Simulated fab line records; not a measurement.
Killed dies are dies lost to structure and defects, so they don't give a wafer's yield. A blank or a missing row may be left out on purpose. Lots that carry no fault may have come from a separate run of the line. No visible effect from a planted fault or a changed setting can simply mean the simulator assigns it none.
One fault seen from 2 desks ; flow sky130 ; each desk holds nothing but its own numbers, with what lay behind them at the end

## AT THE TOOL OWNER'S DESK: pvd sputter-02
The tool's own readings at SKY_METAL3_SPUTTER_00 (material Ti, target thk 15 nm, time 10 s): means of the sampled wafers that have a number, for each lot that ran on this tool. Any lot whose mean is over 4 standard deviations away from the usual mean is out of limits and marked OUT; that distance is given in the brackets.
Columns: A = cathode dc power W at SKY_METAL3_SPUTTER_00, usual 3000.0 W; B = throttle valve pct at SKY_METAL3_SPUTTER_00, usual 29.9 %
lot;first seen here;A;B
L351;day 38 14:05;2999.8;30.1
L353;day 38 22:41;2999.6;30.2
L363;day 41 15:04;3000.0;29.6
This desk's finding: nothing out of limits on any of the 3 lots.

## FROM THE METROLOGY DESK
Lot by lot, what the gauges showed, no matter which tool ran the lot: averages of those sampled wafers that carry a number. Any lot whose mean is over 4 standard deviations away from the usual mean is out of limits and marked OUT; that distance is given in the brackets.
Columns: A = VIA2_OVL at SKY_VIA2_OVL_MEAS_13, usual 6 nm; B = VIA2_W_RS at SKY_VIA2_RS_MEAS_22, usual 0.272 ohm/sq; C = VIA2_W_THK at SKY_VIA2_THK_MEAS_23, usual 428 nm; D = CAPM_CVD_00_THK at SKY_CAPM_THK_MEAS_01, usual 15.50 nm; E = CAPM_TIN_RS at SKY_CAPM_RS_MEAS_03, usual 6.91 ohm/sq; F = CAPM_TIN_THK at SKY_CAPM_THK_MEAS_04, usual 200.0 nm; G = CAPM_OVL at SKY_CAPM_OVL_MEAS_12, usual 0.4 nm
lot;first seen here;A;B;C;D;E;F;G
L347;day 36 16:26;13;0.273;421;15.35;6.97;199.9;0.5
L351;day 38 12:41;10;0.276;420;15.78;6.95;198.9;-0.8
L353;day 38 21:18;10;0.268;437;15.59;6.85;201.0;0.1
L363;day 41 13:38;1;0.272;433;15.58;6.97;197.7;0.0
L367;day 42 21:59;11;0.270;429;15.45;6.91;200.3;1.5
This desk's finding: nothing out of limits on any of the 5 lots.

## BROUGHT TOGETHER
The desk of the tool owner found nothing out of limits.
From the metrology desk's view, nothing was out of limits.

## WHAT HAD BEEN PUT IN BY THE SIMULATOR
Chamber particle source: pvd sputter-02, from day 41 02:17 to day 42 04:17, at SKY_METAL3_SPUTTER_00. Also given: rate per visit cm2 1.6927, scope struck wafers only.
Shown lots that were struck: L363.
